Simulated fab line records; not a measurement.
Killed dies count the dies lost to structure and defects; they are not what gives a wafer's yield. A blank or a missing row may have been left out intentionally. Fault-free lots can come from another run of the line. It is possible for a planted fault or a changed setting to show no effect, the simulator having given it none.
A lot that was struck, set against a sound lot | flow sky130 | 36 steps out of a route of 708
Sound: the wafers L872.3, L872.4, L872.6. Wafers struck: L868.1, L868.2, L868.5. The cause comes at the end.
Order at every step that has rows: each side's tool, ch and its chambers, its first start. Under that, the readings that differ: sound wafers | struck wafers | difference of the means | sigmas: that difference in standard deviations of wafers without a fault.
alike: words and numbers the same on both sides, and readings whose means are apart by under 2 such deviations; not compared: readings that were withheld, readings missing a value for some wafer, numbers with overlapping values and no deviation given by the record, and bounds like >300 which may hide the same value.
A row with sigmas, a row that says differs or no value, or rows on one side alone: a step with any of these is where the two part. Numbers that have no deviation but don't overlap get no sigmas and don't part them. A reading missing from all wafers of one side parts the sides only when that side holds two or more wafers.

first, 10 steps without rows for these wafers: SKY_POLY_CUT_ETCH_10 (etches BARC in N2/H2, stops on SiO2, time 45.9 s, target depth 60 nm); SKY_POLY_CUT_ETCH_11 (etches Si3N4 in CF4/CH2F2/Ar, stops on poly-Si, time 42.5 s, target depth 60 nm); SKY_POLY_CUT_STRIP_12 (strips in O2/N2); SKY_SD_P_DEHYDRATE_00 (time 60 s); SKY_SD_P_HMDS_01 (prime time 60 s); SKY_SD_P_COAT_02 (resist thk 1140 nm); SKY_SD_P_SOFTBAKE_03 (time 60 s); SKY_SD_P_EXPOSE_04 (exposes mask PSDM, target cd 380 nm); SKY_SD_P_PEB_05; SKY_SD_P_DEVELOP_06 (develop time 60 s).
SKY_SD_P_IMPLANT_09:
  sound on implanter-01 ch 0, day 31 23:05; struck on implanter-04 ch 0, day 30 17:31
  reading       | sound                            | struck                           | difference  | sigmas
  dose_ions_cm2 | 2.9995e+15 3.0087e+15 3.0013e+15 | 2.3256e+15 2.3193e+15 2.3238e+15 | -6.8027e+14 | -99 or more
SKY_SD_P_STRIP_10: strips in O2/N2.
  sound on plasma_asher-03 ch 0,1, day 31 23:13; struck on plasma_asher-01 ch 0,1, day 30 17:40
  reading                      | sound             | struck            | difference | sigmas
  drypump_motor_current_A (A)  | 5.5 5.4 5.4       | 5.8 6.3 6.3       | +0.7       | +2
  oes_product_au (a.u.)        | 0.616 0.625 0.619 | 0.629 0.631 0.629 | +0.010     | +2
  strip_time_to_endpoint_s (s) | 17.47 17.47 17.54 | 16.93 16.94 16.95 | -0.55      | -14
  not compared: rf_hours_counter_h
SKY_SD_P_TW_MEAS_11:
  struck on film_metro-01, day 30 17:46; sound on film_metro-04, day 31 23:19
  alike: SD_P_TW
then, 21 steps without rows for these wafers: SKY_RES_XHIGH_DEHYDRATE_00 (time 60 s); SKY_RES_XHIGH_HMDS_01 (prime time 60 s); SKY_RES_XHIGH_COAT_02 (resist thk 1140 nm); SKY_RES_XHIGH_SOFTBAKE_03 (time 60 s); SKY_RES_XHIGH_EXPOSE_04 (exposes mask URPM, target cd 1270 nm); SKY_RES_XHIGH_PEB_05; SKY_RES_XHIGH_DEVELOP_06 (develop time 60 s); SKY_RES_XHIGH_IMPLANT_07; SKY_RES_XHIGH_STRIP_08 (strips in O2/N2); SKY_SD_N_DEHYDRATE_00 (time 60 s); SKY_SD_N_HMDS_01 (prime time 60 s); SKY_SD_N_COAT_02 (resist thk 1140 nm); SKY_SD_N_SOFTBAKE_03 (time 60 s); SKY_SD_N_EXPOSE_04 (exposes mask NSDM, target cd 380 nm); SKY_SD_N_PEB_05; SKY_SD_N_DEVELOP_06 (develop time 60 s); SKY_SD_N_IMPLANT_09; SKY_SD_N_IMPLANT_10; SKY_SD_N_STRIP_11 (strips in O2/N2); SKY_SD_N_CLEAN_13 (cleans in SC1/SC2, time 150 s); SKY_SD_N_RTA_14 (time 2 s).
-- the record jumps here: 2 days lie between the struck wafers' starts before and after --
SKY_SD_N_RS_MEAS_17: measures by four-point-probe.
  struck on film_metro-04, day 33 01:01; sound on film_metro-01, day 34 05:15
  reading          | sound             | struck            | difference | sigmas
  SD_P_RS (ohm/sq) | 147.1 147.2 146.2 | 150.9 151.0 151.3 | +4.2       | +11
-- here the record skips 16 days between the struck wafers' starts before and after, leaving off in module SD_N and picking up in module PAD_OPEN (first step shown: number 708 of the route) --
SKY_PAD_OPEN_PROBE_99:
  struck on prober-01, day 49 12:11; sound on prober-02, day 49 22:42
  reading                             | sound             | struck            | difference | sigmas
  model.etest.res_high_po.line_ohm_um | 746.7 768.9 740.8 | 921.4 906.5 912.6 | +161.4     |
  model.etest.licon_high_po.rc_ohm    | 351.3 359.6 346.3 | 510.1 497.4 505.3 | +151.9     |
  model.etest.res_pdiff.line_ohm_um   | 1350 1346 1394    | 1481 1472 1481    | +115       |
  model.etest.res_high_po.rs_ohm_sq   | 260.8 268 256.4   | 318.1 315.6 325.8 | +58.1      |
  model.etest.licon_pdiff.rc_ohm      | 580.1 615.6 599.3 | 648.7 642.9 618.8 | +38.5      |
  model.etest.res_pdiff_hv.rs_ohm_sq  | 190.4 190.3 188.3 | 205.7 205.1 206.1 | +16.0      |
  model.etest.res_pdiff.rs_ohm_sq     | 195.7 195.1 195.5 | 212.8 210.2 212.4 | +16.4      |
  alike: killed_at_M0_to_M3, killed_at_M4_up, killed_at_contacts, killed_at_front_end, killed_at_other, killed_dies, killed_open, killed_short

== WHERE THEY PART ==
First at SKY_SD_P_IMPLANT_09; last, within this record, at SKY_SD_N_RS_MEAS_17. Later steps at which nothing parts them and some readings are alike: SKY_PAD_OPEN_PROBE_99.

WHY: whatever the simulator had introduced
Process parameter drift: implanter-04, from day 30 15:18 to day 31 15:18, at SKY_SD_P_IMPLANT_09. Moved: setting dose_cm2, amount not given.
